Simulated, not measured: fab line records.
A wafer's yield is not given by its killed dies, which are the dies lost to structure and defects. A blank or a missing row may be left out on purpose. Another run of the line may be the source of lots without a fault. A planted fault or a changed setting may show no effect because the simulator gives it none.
fab line records -- flow sky130
record: lots: 11, wafers: 33, lastDay: 50
route steps=708 shown SD_N@351 SD_P@359 LI_CONTACT@364
lots with no fault: from the same line, run without faults
startH: the number of hours between the record's first day and the start of the first shown wafer of the lot -- waitH: hours elapsed since this lot's preceding step -- " repeats the value in the row above -- L1.1+2: several wafers, shown together as one row -- - no value, or no start was given -- * or withheld: withheld -- < > ~ a bound
route shown NAME@n: NAME is a module with steps in the file, n the number in the route of the first one -- usual: mean/standard deviation taken from wafers without a fault -- same: alike in all rows -- chamber/n: place in a boat -- sites: readings site by site -- _std_site: how widely they spread, as a standard deviation -- _edge_site: outer sites' mean less inner sites' -- radiusMm: how far each site lies from the wafer's centre -- mask NAME#n: copy n -- behind: tool/chamber where the wafer was last shaped -- hold: cause of the lot's hold/its duration in hours/its outcome -- device: the transistor (n, p or np) that didn't switch -- end of line: tests run on the same wafers once the route is complete -- a step without rows: its recipe alone -- killed: dies that structure and defects cost at the first sort, which is not the same as the wafer's yield -- map: a wafer's dies, x killed, . not, _ none there
set.NAME: the run value of the setting; set.NAME@STEP: its run value at that earlier step -- model.NAME: the simulator's own value behind a step, which no gauge read
route steps across a sampled set of lots; one table per step, one row per wafer
services: the hour from which a tool's chamber was out of use, counted from the record's first day as startH (under 0 if before that day), plus the number of hours and why
== steps ==
step: SKY_SD_N_IMPLANT_09
recipe: species: As, energyKev: 50, doseCm2: 4e+15, tiltDeg: 0
usual: beamOnS: 18.6/0.64, doseIonsCm2: 4.001e+15/4.5e+12, endStationPressureTorr: 1.29e-05/7.2e-07, faradayCurrentUA: 11769/390
lot.wafer,tool,chamber,startH,waitH,beamOnS,doseIonsCm2,endStationPressureTorr,faradayCurrentUA
L108.2,implanter-04,0,680.12,0.0,20.0,3.992e+15,1.28e-05,10956
L108.3,implanter-04,0,680.12,0.0,19.4,4.003e+15,1.23e-05,11322
L108.5,implanter-04,0,680.12,0.0,19.3,3.997e+15,1.17e-05,11245
L110.2,implanter-02,0,682.83,0.0,18.3,4e+15,1.32e-05,11977
L110.3,implanter-02,0,682.83,0.0,18.8,4.002e+15,1.23e-05,11659
L110.4,implanter-02,0,682.83,0.0,19.0,3.995e+15,1.3e-05,11610
L112.1,implanter-03,0,706.35,0.0,18.0,3.992e+15,1.37e-05,12103
L112.2,implanter-03,0,706.35,0.0,17.6,3.994e+15,1.37e-05,12484
L112.3,implanter-03,0,706.35,0.0,17.8,4.001e+15,1.41e-05,12272
L117.2,implanter-03,0,728.63,0.0,18.3,4e+15,1.4e-05,11982
L117.4,implanter-03,0,728.63,0.0,18.3,4.004e+15,1.28e-05,11922
L117.5,implanter-03,0,728.63,0.0,17.9,3.996e+15,1.39e-05,12209
L118.1,implanter-03,0,744.15,0.0,18.7,4.009e+15,1.28e-05,11681
L118.2,implanter-03,0,744.15,0.0,18.5,4.003e+15,1.48e-05,11860
L118.6,implanter-03,0,744.15,0.0,18.1,4.002e+15,1.32e-05,12086
L119.1,implanter-03,0,745.70,0.0,9.9,1.089e+15,1.04e-05,6072
L119.2,implanter-03,0,745.70,0.0,10.3,1.094e+15,9.4e-06,5854
L119.5,implanter-03,0,745.70,0.0,9.9,1.09e+15,9.9e-06,6091
L121.3,implanter-03,0,759.80,0.1,10.1,1.093e+15,1.01e-05,5973
L121.5,implanter-03,0,759.80,0.1,10.1,1.099e+15,1.09e-05,6027
L121.6,implanter-03,0,759.80,0.1,10.0,1.093e+15,9.6e-06,6061
L122.1,implanter-03,0,778.15,0.0,9.8,1.099e+15,9.9e-06,6160
L122.2,implanter-03,0,778.15,0.0,9.9,1.099e+15,9.6e-06,6067
L122.6,implanter-03,0,778.15,0.0,9.7,1.1e+15,1.01e-05,6193
L125.1,implanter-04,0,797.40,0.0,19.3,4.003e+15,1.21e-05,11407
L125.4,implanter-04,0,797.40,0.0,19.4,4e+15,1.27e-05,11352
L125.6,implanter-04,0,797.40,0.0,19.0,4e+15,1.25e-05,11543
L128.1,implanter-02,0,814.60,0.0,18.4,3.999e+15,1.3e-05,11979
L128.2,implanter-02,0,814.60,0.0,19.1,4e+15,1.34e-05,11460
L128.5,implanter-02,0,814.60,0.0,18.4,4.001e+15,1.35e-05,11963
L129.3,implanter-02,0,824.75,0.1,18.3,4e+15,1.25e-05,11942
L129.5,implanter-02,0,824.75,0.1,18.1,4e+15,1.21e-05,12172
L129.6,implanter-02,0,824.75,0.1,18.0,3.998e+15,1.23e-05,12098
step: SKY_SD_N_STRIP_11
recipe: chemistry: O2/N2, powerW: 1400, pressureMtorr: 1500, platenTempC: withheld, o2FlowSccm: 3000, n2FlowSccm: 300, overashFraction: 0.5
usual: drypumpMotorCurrentA: 5.9/0.42, n2FlowSccm: 300.2/0.8, oesProductAu: 0.527/0.0043, stripTimeToEndpointS: 22.55/0.037
lot.wafer,tool,chamber,startH,waitH,drypumpMotorCurrentA,n2FlowSccm,oesProductAu,rfHoursCounterH,stripTimeToEndpointS
L108.2,plasmaAsher-01,1,680.40,0.1,5.6,299.7,0.527,103,22.55
L108.3,plasmaAsher-01,1,680.40,0.1,5.6,301.8,0.526,-,22.56
L108.5,plasmaAsher-01,0,680.40,0.1,6.1,300.3,0.534,-,22.58
L110.2,plasmaAsher-01,0,683.10,0.1,6.1,300.0,0.534,103,22.50
L110.3,plasmaAsher-01,1,683.10,0.1,5.6,300.7,0.523,-,22.50
L110.4,plasmaAsher-01,0,683.10,0.1,6.1,301.9,0.527,-,22.54
L112.1,plasmaAsher-01,0,706.65,0.1,6.1,300.2,0.524,105,22.57
L112.2,plasmaAsher-01,1,706.65,0.1,5.6,300.8,0.526,105,22.54
L112.3,plasmaAsher-01,1,706.65,0.1,5.6,299.7,0.533,-,22.56
L117.2,plasmaAsher-04,1,728.90,0.1,6.6,301.8,0.527,93,22.55
L117.4,plasmaAsher-04,0,728.90,0.1,5.7,300.8,0.522,-,22.55
L117.5,plasmaAsher-04,1,728.90,0.1,6.6,300.6,0.535,-,22.49
L118.1,plasmaAsher-03,0,744.45,0.1,5.8,301.4,0.519,66,22.57
L118.2,plasmaAsher-03,1,744.45,0.1,5.3,301.1,0.527,66,22.60
L118.6,plasmaAsher-03,0,744.45,0.1,5.8,301.0,0.526,-,22.63
L119.1,plasmaAsher-04,1,746.00,0.1,6.6,298.7,0.607,95,18.19
L119.2,plasmaAsher-04,0,746.00,0.1,5.7,300.2,0.601,95,18.18
L119.5,plasmaAsher-04,1,746.00,0.1,6.6,298.3,0.602,-,18.14
L121.3,plasmaAsher-04,1,760.08,0.1,6.6,300.1,0.601,-,18.31
L121.5,plasmaAsher-04,0,760.08,0.1,5.7,300.3,0.588,-,18.34
L121.6,plasmaAsher-04,1,760.08,0.1,6.6,301.9,0.599,-,18.26
L122.1,plasmaAsher-01,0,778.45,0.1,6.1,299.5,0.602,3,18.16
L122.2,plasmaAsher-01,1,778.45,0.1,5.5,300.7,0.598,3,18.18
L122.6,plasmaAsher-01,1,778.45,0.1,5.6,299.4,0.597,-,18.17
L125.1,plasmaAsher-01,0,797.70,0.1,6.1,300.4,0.525,4,22.51
L125.4,plasmaAsher-01,1,797.70,0.1,5.6,298.8,0.526,-,22.52
L125.6,plasmaAsher-01,1,797.70,0.1,5.6,299.6,0.522,-,22.54
L128.1,plasmaAsher-03,1,814.90,0.1,5.3,300.4,0.526,73,22.57
L128.2,plasmaAsher-03,0,814.90,0.1,5.8,299.5,0.531,73,22.59
L128.5,plasmaAsher-03,0,814.90,0.1,5.8,299.6,0.524,-,22.56
L129.3,plasmaAsher-01,1,825.04,0.1,5.6,300.4,0.523,-,22.55
L129.5,plasmaAsher-01,1,825.04,0.1,5.5,299.8,0.525,-,22.48
L129.6,plasmaAsher-01,0,825.04,0.1,6.1,300.3,0.521,-,22.53
step: SKY_SD_N_TW_MEAS_12
usual: SD_N_TW: 3969/61
lot.wafer,tool,chamber,startH,waitH,SD_N_TW
L108.2,filmMetro-03,-,680.51,0.1,3912
L108.3,filmMetro-03,-,680.51,0.1,3895
L108.5,filmMetro-03,-,680.51,0.1,3896
L110.2,filmMetro-04,-,683.21,0.1,3975
L110.3,filmMetro-04,-,683.21,0.1,3946
L110.4,filmMetro-04,-,683.21,0.1,3969
L112.1,filmMetro-01,-,706.75,0.1,4029
L112.2,filmMetro-01,-,706.75,0.1,4027
L112.3,filmMetro-01,-,706.75,0.1,4040
L117.2,filmMetro-01,-,729.01,0.1,4048
L117.4,filmMetro-01,-,729.01,0.1,4038
L117.5,filmMetro-01,-,729.01,0.1,4024
L118.1,filmMetro-03,-,744.55,0.1,3914
L118.2,filmMetro-03,-,744.55,0.1,3950
L118.6,filmMetro-03,-,744.55,0.1,3918
L119.1,filmMetro-03,-,746.10,0.1,3656
L119.2,filmMetro-03,-,746.10,0.1,3638
L119.5,filmMetro-03,-,746.10,0.1,3649
L121.3,filmMetro-03,-,760.17,0.1,3663
L121.5,filmMetro-03,-,760.17,0.1,3680
L121.6,filmMetro-03,-,760.17,0.1,3672
L122.1,filmMetro-03,-,778.55,0.1,3662
L122.2,filmMetro-03,-,778.55,0.1,3663
L122.6,filmMetro-03,-,778.55,0.1,3660
L125.1,filmMetro-04,-,797.80,0.1,4001
L125.4,filmMetro-04,-,797.80,0.1,4021
L125.6,filmMetro-04,-,797.80,0.1,4013
L128.1,filmMetro-03,-,815.00,0.1,3942
L128.2,filmMetro-03,-,815.00,0.1,3905
L128.5,filmMetro-03,-,815.00,0.1,3909
L129.3,filmMetro-01,-,825.12,0.1,4059
L129.5,filmMetro-01,-,825.12,0.1,4048
L129.6,filmMetro-01,-,825.12,0.1,4043
step: SKY_SD_N_RTA_14
recipe: tempC: 1075, timeS: 2, idleTempC: 650, rampUpCPerS: 150, rampDownCPerS: 90, ambient: N2
usual: lampPowerPct: 15.73/0.051, wafer_temp_C_max: 1078.0/1.3
lot.wafer,tool,chamber,startH,waitH,lampPowerPct,wafer_temp_C_max
L108.2,rtpAnneal-02,0,680.62,0.0,15.81,1078.0
L108.3,rtpAnneal-02,0,680.62,0.0,15.66,1078.8
L108.5,rtpAnneal-02,0,680.62,0.0,15.67,1075.7
L110.2,rtpAnneal-01,0,683.32,0.0,15.82,1078.1
L110.3,rtpAnneal-01,0,683.32,0.0,15.78,1077.0
L110.4,rtpAnneal-01,0,683.32,0.0,15.83,1077.6
L112.1,rtpAnneal-01,0,706.86,0.0,15.74,1077.2
L112.2,rtpAnneal-01,0,706.86,0.0,15.84,1078.3
L112.3,rtpAnneal-01,0,706.86,0.0,15.80,1077.3
L117.2,rtpAnneal-01,0,729.12,0.0,15.73,1077.1
L117.4,rtpAnneal-01,0,729.12,0.0,15.75,1079.8
L117.5,rtpAnneal-01,0,729.12,0.0,15.68,1080.1
L118.1,rtpAnneal-01,0,744.66,0.0,15.71,1078.4
L118.2,rtpAnneal-01,0,744.66,0.0,15.74,1078.1
L118.6,rtpAnneal-01,0,744.66,0.0,15.77,1079.2
L119.1,rtpAnneal-02,0,746.21,0.0,15.73,1077.5
L119.2,rtpAnneal-02,0,746.21,0.0,15.80,1078.7
L119.5,rtpAnneal-02,0,746.21,0.0,15.76,1076.2
L121.3,rtpAnneal-02,0,760.29,0.0,15.66,1079.0
L121.5,rtpAnneal-02,0,760.29,0.0,15.73,1076.3
L121.6,rtpAnneal-02,0,760.29,0.0,15.67,1078.5
L122.1,rtpAnneal-01,0,778.66,0.0,15.76,1077.3
L122.2,rtpAnneal-01,0,778.66,0.0,15.71,1076.5
L122.6,rtpAnneal-01,0,778.66,0.0,15.70,1078.9
L125.1,rtpAnneal-02,0,797.91,0.0,15.71,1075.6
L125.4,rtpAnneal-02,0,797.91,0.0,15.68,1078.6
L125.6,rtpAnneal-02,0,797.91,0.0,15.78,1077.5
L128.1,rtpAnneal-01,0,815.12,0.0,15.67,1076.3
L128.2,rtpAnneal-01,0,815.12,0.0,15.70,1078.3
L128.5,rtpAnneal-01,0,815.12,0.0,15.66,1077.8
L129.3,rtpAnneal-02,0,825.23,0.0,15.71,1077.8
L129.5,rtpAnneal-02,0,825.23,0.0,15.72,1076.4
L129.6,rtpAnneal-02,0,825.23,0.0,15.74,1077.4
step: SKY_SD_N_RS_MEAS_16
recipe: thkMeasGauge: four-point-probe
usual: SD_N_RS: 68.56/0.12
lot.wafer,tool,chamber,startH,waitH,SD_N_RS[ohm/sq]
L108.2,filmMetro-03,-,680.80,0.1,68.63
L108.3,filmMetro-03,-,680.80,0.1,68.70
L108.5,filmMetro-03,-,680.80,0.1,68.59
L110.2,filmMetro-01,-,683.50,0.1,68.50
L110.3,filmMetro-01,-,683.50,0.1,68.67
L110.4,filmMetro-01,-,683.50,0.1,68.45
L112.1,filmMetro-03,-,707.04,0.1,68.59
L112.2,filmMetro-03,-,707.04,0.1,68.87
L112.3,filmMetro-03,-,707.04,0.1,68.81
L117.2,filmMetro-03,-,729.30,0.1,68.74
L117.4,filmMetro-03,-,729.30,0.1,68.58
L117.5,filmMetro-03,-,729.30,0.1,68.61
L118.1,filmMetro-03,-,744.83,0.1,68.69
L118.2,filmMetro-03,-,744.83,0.1,68.64
L118.6,filmMetro-03,-,744.83,0.1,68.67
L119.1,filmMetro-04,-,746.38,0.1,103.72
L119.2,filmMetro-04,-,746.38,0.1,103.51
L119.5,filmMetro-04,-,746.38,0.1,103.32
L121.3,filmMetro-03,-,760.48,0.1,101.62
L121.5,filmMetro-03,-,760.48,0.1,101.88
L121.6,filmMetro-03,-,760.48,0.1,101.81
L122.1,filmMetro-01,-,778.83,0.1,103.04
L122.2,filmMetro-01,-,778.83,0.1,103.16
L122.6,filmMetro-01,-,778.83,0.1,103.23
L125.1,filmMetro-03,-,798.14,0.1,68.67
L125.4,filmMetro-03,-,798.14,0.1,68.53
L125.6,filmMetro-03,-,798.14,0.1,68.70
L128.1,filmMetro-01,-,815.29,0.1,68.54
L128.2,filmMetro-01,-,815.29,0.1,68.54
L128.5,filmMetro-01,-,815.29,0.1,68.45
L129.3,filmMetro-01,-,825.43,0.1,68.46
L129.5,filmMetro-01,-,825.43,0.1,68.40
L129.6,filmMetro-01,-,825.43,0.1,68.68
step: SKY_SD_N_RS_MEAS_17
recipe: thkMeasGauge: four-point-probe
usual: SD_P_RS: 147.1/0.36
lot.wafer,tool,chamber,startH,waitH,SD_P_RS[ohm/sq]
L108.2,filmMetro-03,-,680.92,0.1,147.3
L108.3,filmMetro-03,-,680.92,0.1,147.4
L108.5,filmMetro-03,-,680.92,0.1,147.2
L110.2,filmMetro-01,-,683.62,0.1,146.9
L110.3,filmMetro-01,-,683.62,0.1,146.9
L110.4,filmMetro-01,-,683.62,0.1,146.8
L112.1,filmMetro-03,-,707.16,0.1,147.5
L112.2,filmMetro-03,-,707.16,0.1,147.5
L112.3,filmMetro-03,-,707.16,0.1,147.4
L117.2,filmMetro-03,-,729.42,0.1,147.4
L117.4,filmMetro-03,-,729.42,0.1,147.1
L117.5,filmMetro-03,-,729.42,0.1,147.1
L118.1,filmMetro-03,-,744.95,0.1,147.5
L118.2,filmMetro-03,-,744.95,0.1,147.6
L118.6,filmMetro-03,-,744.95,0.1,147.0
L119.1,filmMetro-04,-,746.50,0.1,147.0
L119.2,filmMetro-04,-,746.50,0.1,146.8
L119.5,filmMetro-04,-,746.50,0.1,147.3
L121.3,filmMetro-03,-,760.60,0.1,147.3
L121.5,filmMetro-03,-,760.60,0.1,146.9
L121.6,filmMetro-03,-,760.60,0.1,147.4
L122.1,filmMetro-01,-,778.95,0.1,146.9
L122.2,filmMetro-01,-,778.95,0.1,146.4
L122.6,filmMetro-01,-,778.95,0.1,146.5
L125.1,filmMetro-03,-,798.26,0.1,147.2
L125.4,filmMetro-03,-,798.26,0.1,147.7
L125.6,filmMetro-03,-,798.26,0.1,147.1
L128.1,filmMetro-01,-,815.41,0.1,147.1
L128.2,filmMetro-01,-,815.41,0.1,146.9
L128.5,filmMetro-01,-,815.41,0.1,146.8
L129.3,filmMetro-01,-,825.55,0.1,146.9
L129.5,filmMetro-01,-,825.55,0.1,146.9
L129.6,filmMetro-01,-,825.55,0.1,147.1
step: SKY_LI_CONTACT_CMP_02
recipe: material: PSG, downForcePsi: 4, platenRpm: 60, padVelocityMS: 0.94248
usual: motorCurrentA: 11.7/0.66, slurryFilterDpKPa: 13.50/0.13, timeToEndpointS: 32.9/2.2
lot.wafer,tool,chamber,startH,waitH,motorCurrentA,slurryFilterDpKPa,timeToEndpointS
L108.3,cmp-02,3,681.32,0.0,12.1,13.62,31.2
L108.2,cmp-02,0,681.32,0.0,12.0,13.45,34.8
L108.5,cmp-02,0,681.32,0.0,12.1,13.44,34.8
L110.4,cmp-01,3,684.02,0.0,10.2,13.39,34.7
L110.2,cmp-01,0,684.02,0.0,12.3,13.81,37.7
L110.3,cmp-01,2,684.02,0.0,11.9,13.46,34.7
L112.3,cmp-02,3,707.63,0.1,11.7,13.54,32.5
L112.2,cmp-02,0,707.63,0.1,12.1,13.35,31.1
L112.1,cmp-02,1,707.63,0.1,12.5,13.48,29.8
L117.2,cmp-01,2,729.87,0.1,12.5,13.66,31.8
L117.4,cmp-01,3,729.87,0.1,11.0,13.44,34.2
L117.5,cmp-01,2,729.87,0.1,11.9,13.36,32.4
L118.1,cmp-01,3,746.54,1.2,10.7,13.68,32.9
L118.2,cmp-01,2,746.54,1.2,11.8,13.43,34.6
L118.6,cmp-01,3,746.54,1.2,11.0,13.56,34.9
L119.2,cmp-01,0,747.19,0.3,12.3,13.47,35.4
L119.1,cmp-01,2,747.19,0.3,12.6,13.35,32.5
L119.5,cmp-01,0,747.19,0.3,12.9,13.60,33.4
L121.3,cmp-01,2,761.13,0.2,11.4,13.39,34.5
L121.5,cmp-01,3,761.13,0.2,11.2,13.70,35.8
L121.6,cmp-01,0,761.13,0.2,12.2,13.46,36.3
L122.1,cmp-02,2,779.37,0.1,11.4,13.66,36.8
L122.2,cmp-02,3,779.37,0.1,11.3,13.59,34.1
L122.6,cmp-02,3,779.37,0.1,11.3,13.36,32.4
L125.4,cmp-02,3,798.73,0.1,11.3,13.70,31.7
L125.1,cmp-02,1,798.73,0.1,12.8,13.47,31.1
L125.6,cmp-02,3,798.73,0.1,11.5,13.36,31.3
L128.1,cmp-02,2,815.83,0.1,10.9,13.54,31.8
L128.2,cmp-02,0,815.83,0.1,11.9,13.31,31.3
L128.5,cmp-02,2,815.83,0.1,11.1,13.53,31.9
L129.3,cmp-02,1,825.92,0.0,12.8,13.37,32.6
L129.5,cmp-02,1,825.92,0.0,12.5,13.49,32.0
L129.6,cmp-02,2,825.92,0.0,11.0,13.35,33.6
== services ==
tool,chamber,startH,hours,kind
implanter-02,-,656.15,8.4,repair
cmp-02,-,656.94,3.5,repair
implanter-03,-,671.20,17.8,pm
rtpAnneal-02,-,671.21,3.6,pm
implanter-04,-,687.49,2.1,repair
cmp-02,-,689.49,1.9,repair
implanter-03,-,693.22,3.3,pm
implanter-02,-,694.85,1.3,repair
implanter-03,-,697.35,4.3,repair
implanter-03,-,698.63,2.2,repair
plasmaAsher-04,-,713.86,1.7,repair
plasmaAsher-01,-,720.95,18.0,pm
cmp-02,-,735.56,4.7,pm
plasmaAsher-01,-,738.95,9.0,pm
cmp-02,-,744.26,4.0,pm
plasmaAsher-01,-,747.17,3.6,repair
cmp-02,-,748.26,15.7,pm
cmp-02,-,777.14,1.3,repair
implanter-02,-,782.03,4.8,repair
plasmaAsher-04,-,797.57,4.3,pm
cmp-01,-,800.70,3.1,repair
cmp-02,-,805.14,1.0,repair
cmp-01,-,808.97,1.9,repair
cmp-02,-,820.91,2.7,repair
== key ==
firstSign: step: SKY_SD_N_IMPLANT_09, reading: doseIonsCm2, direction: down, sigmas: 99+, usual: *, struck: *
effect: step: SKY_SD_N_IMPLANT_09, reading: faradayCurrentUA, direction: down, sigmas: 15, usual: 11769, struck: 6055
effect: step: SKY_SD_N_STRIP_11, reading: stripTimeToEndpointS, direction: down, sigmas: 99+, usual: *, struck: *
effect: step: SKY_SD_N_TW_MEAS_12, reading: SD_N_TW, direction: down, sigmas: 5.1, usual: 3969, struck: 3660
effect: step: SKY_SD_N_RS_MEAS_16, reading: SD_N_RS, direction: up, sigmas: 99+, usual: 68.56, struck: 102.81
metAt SKY_SD_N_IMPLANT_09
struckLots L119,L121,L122
rowsEnd L121.3,L121.5,L121.6
testerLeftOut L119,L122
notActingAt SKY_SD_N_RTA_14,SKY_SD_N_RS_MEAS_17,SKY_LI_CONTACT_CMP_02
onsetBetween 744.15 745.70
fault: kind: processParameterDrift, tool: implanter-03, chamber: -, onsetH: 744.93, steps: SKY_SD_N_IMPLANT_09, channel: doseCm2, offset: *, shape: step, endH: 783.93, actsIn: *, stated: *
testerLeftOut: of these lots the tester's yield and bins aren't shown, on N5 and GAA mostly nor the transistor test; their killed dies are dies lost to structure and defects alone, not to doping, threshold or leakage, so they don't give the yield
rowsEnd: these wafers met a further fault down the route, and their rows from its step on are left out
